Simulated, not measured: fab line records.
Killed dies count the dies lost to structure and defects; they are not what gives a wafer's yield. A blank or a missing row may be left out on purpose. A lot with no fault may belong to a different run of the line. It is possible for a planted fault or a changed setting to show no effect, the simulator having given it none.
The tool behind it: which one? / flow gf180mcu / 7 lots, 21 wafers sampled, at 2 steps of a route of 602

WHAT THE GAUGES SHOWED, per wafer
GF_STI_THK_MEAS_30.
lot=L670; measured=day 2 16:10; on=film metro-02; STI_OXIDATION_02_THK (nm)=9.98 9.95 9.79
lot=L672; measured=day 3 05:06; on=film metro-02; STI_OXIDATION_02_THK (nm)=16.79 16.62 16.44
lot=L679; measured=day 4 18:27; on=film metro-02; STI_OXIDATION_02_THK (nm)=16.39 16.48 16.55
lot=L683; measured=day 5 12:22; on=film metro-03; STI_OXIDATION_02_THK (nm)=10.01 9.82 10.02
lot=L685; measured=day 5 21:55; on=film metro-01; STI_OXIDATION_02_THK (nm)=10.04 9.94 9.96
lot=L688; measured=day 6 13:12; on=film metro-02; STI_OXIDATION_02_THK (nm)=9.95 9.91 9.95
lot=L691; measured=day 7 05:47; on=film metro-01; STI_OXIDATION_02_THK (nm)=9.57 9.69 9.62

EACH LOT AND THE TOOL THAT RAN IT (in order: tool; ch and the chambers of the sampled wafers; start)
lot=L670; GF_STI_OXIDATION_29=furnace-02 ch 0, day 2 14:47
lot=L672; GF_STI_OXIDATION_29=furnace-01 ch 0, day 3 01:41 and furnace-02 ch 0, day 3 03:43
lot=L679; GF_STI_OXIDATION_29=furnace-02 ch 0, day 4 14:53 and furnace-01 ch 0, day 4 17:03
lot=L683; GF_STI_OXIDATION_29=furnace-02 ch 0, day 5 10:57
lot=L685; GF_STI_OXIDATION_29=furnace-02 ch 0, day 5 20:31
lot=L688; GF_STI_OXIDATION_29=furnace-01 ch 0, day 6 11:49
lot=L691; GF_STI_OXIDATION_29=furnace-01 ch 0, day 7 04:24
- GF_STI_OXIDATION_29: stabilise 600 s, purge 300 s, target thk 10 nm.

THE ANSWER, worked out from the rows above alone
Rule: what is usual is taken from the lots themselves. Put in order of their means at a reading, lots are off if they are a third of the lots or fewer, leave a main group of 4 or more, and stand apart from it by a gap of 3 or more times the standard deviation of the main group's means; of several such gaps the widest counts. The tables above print the reading to a certain number of digits; a main group whose means all agree to those digits is not used. Also off: a lot with no number at a reading for which 4 or more lots have one. The other lots that the step has rows for count as sound.
Off: L672, L679, seen at GF_STI_THK_MEAS_30 (STI_OXIDATION_02_THK). The main group has a mean of 9.88 nm with a standard deviation of 0.13.
A tool fits if, at a process step before that reading, it ran every lot that is off, and no sound lot after the first of them. Those tools and the gauges at GF_STI_THK_MEAS_30 are tried in the same way. None of those tried fits.

WHAT THE SIMULATOR PUT IN
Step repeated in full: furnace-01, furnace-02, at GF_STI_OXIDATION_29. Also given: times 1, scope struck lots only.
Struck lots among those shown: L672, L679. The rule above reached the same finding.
